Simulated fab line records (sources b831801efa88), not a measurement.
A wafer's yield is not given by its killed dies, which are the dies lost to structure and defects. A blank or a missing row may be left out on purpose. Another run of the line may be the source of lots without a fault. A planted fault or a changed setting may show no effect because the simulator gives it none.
Struck lot and sound lot, side by side :: flow sky130 :: 17 out of 708 route steps
Sound: wafers L807.2, L807.4, L807.5. Struck: wafers L810.2, L810.3, L810.5. Last of all comes the cause.
Per side, at each step with rows, come the tool, then ch with its chambers, and then its first start. Under that, the readings that differ: sound wafers :: struck wafers :: difference of the means :: sigmas: that difference in standard deviations of wafers without a fault.
alike: a reading whose means differ by less than 2 such deviations, as well as words and numbers matching on both sides. not compared: withheld readings; readings where some wafer has no value; bounds like >300 that might hide an equal value; numbers whose values overlap and for which the record gives no deviation.
Wherever a step has rows on one side only, a row that says differs or no value, or a row with sigmas, the two part there. Non-overlapping numbers with no deviation appear without sigmas and do not part them. A reading that every wafer of one side lacks parts them only if that side has two wafers or more.

first, 3 steps without rows for these wafers: SKY_LDD_P_EXPOSE_04 (exposes mask PSDM, target cd 380 nm); SKY_LDD_P_PEB_05; SKY_LDD_P_DEVELOP_06 (develop time 60 s).
SKY_LDD_P_CD_MEAS_07 targets a cd of 380 nm.
  struck on cd-sem-02, day 22 13:30; sound on cd-sem-02, day 20 15:45
  alike: cd-nm
SKY_LDD_P_OVL_MEAS_08:
  struck on overlay-02, day 22 13:37; sound on overlay-01, day 20 15:52
  alike: LDD_P_OVL
after that, 1 step had no rows for these wafers: SKY_LDD_P_IMPLANT_09.
SKY_LDD_P_STRIP_10: strips in O2/N2.
  sound on plasma-asher-03 ch 0,1, day 20 16:02; struck on plasma-asher-04 ch 0,1, day 22 13:47
  alike: drypump-motor-current-A, o2-flow-sccm, oes-product-au, strip-time-to-endpoint-s
  not compared: rf-hours-counter-h
SKY_LDD_P_TW_MEAS_11:
  struck on film-metro-02, day 22 13:54; sound on film-metro-04, day 20 16:09
  alike: LDD_P_TW
then, 4 steps without rows for these wafers: SKY_LDD_HVN_DEHYDRATE_00 (time 60 s); SKY_LDD_HVN_HMDS_01 (prime time 60 s); SKY_LDD_HVN_COAT_02 (resist thk 300 nm); SKY_LDD_HVN_SOFTBAKE_03 (time 60 s).
SKY_LDD_HVN_EXPOSE_04: exposes mask HVNTM, target cd 700 nm.
  sound on iline-stepper-01 ch 0, day 21 07:16; struck on iline-stepper-02 ch 0, day 23 05:38
reading: model.LDD_HVN.overlay-x-nm (nm)
sound: 0.1911 0.1911 0.1911
struck: 60.54 60.54 60.54
difference: +60.35
sigmas: 
  alike: mask
then, 2 steps without rows for these wafers: SKY_LDD_HVN_PEB_05; SKY_LDD_HVN_DEVELOP_06 (develop time 60 s).
SKY_LDD_HVN_OVL_MEAS_07:
  struck on overlay-01, day 23 20:18; sound on overlay-02, day 21 22:20
reading: LDD_HVN_OVL (nm)
sound: 0.0 -1.6 -1.8
struck: 60.7 61.2 60.0
difference: +61.8
sigmas: +48
  not compared: hold
SKY_PAD_OPEN_PROBE_99:
  the record has rows for the sound wafers here (prober-02, day 46 21:44) and none for the struck ones

WHERE THEY PART
Last at SKY_PAD_OPEN_PROBE_99 as far as this record goes, first at SKY_LDD_HVN_OVL_MEAS_07.

WHY: whatever the simulator had introduced
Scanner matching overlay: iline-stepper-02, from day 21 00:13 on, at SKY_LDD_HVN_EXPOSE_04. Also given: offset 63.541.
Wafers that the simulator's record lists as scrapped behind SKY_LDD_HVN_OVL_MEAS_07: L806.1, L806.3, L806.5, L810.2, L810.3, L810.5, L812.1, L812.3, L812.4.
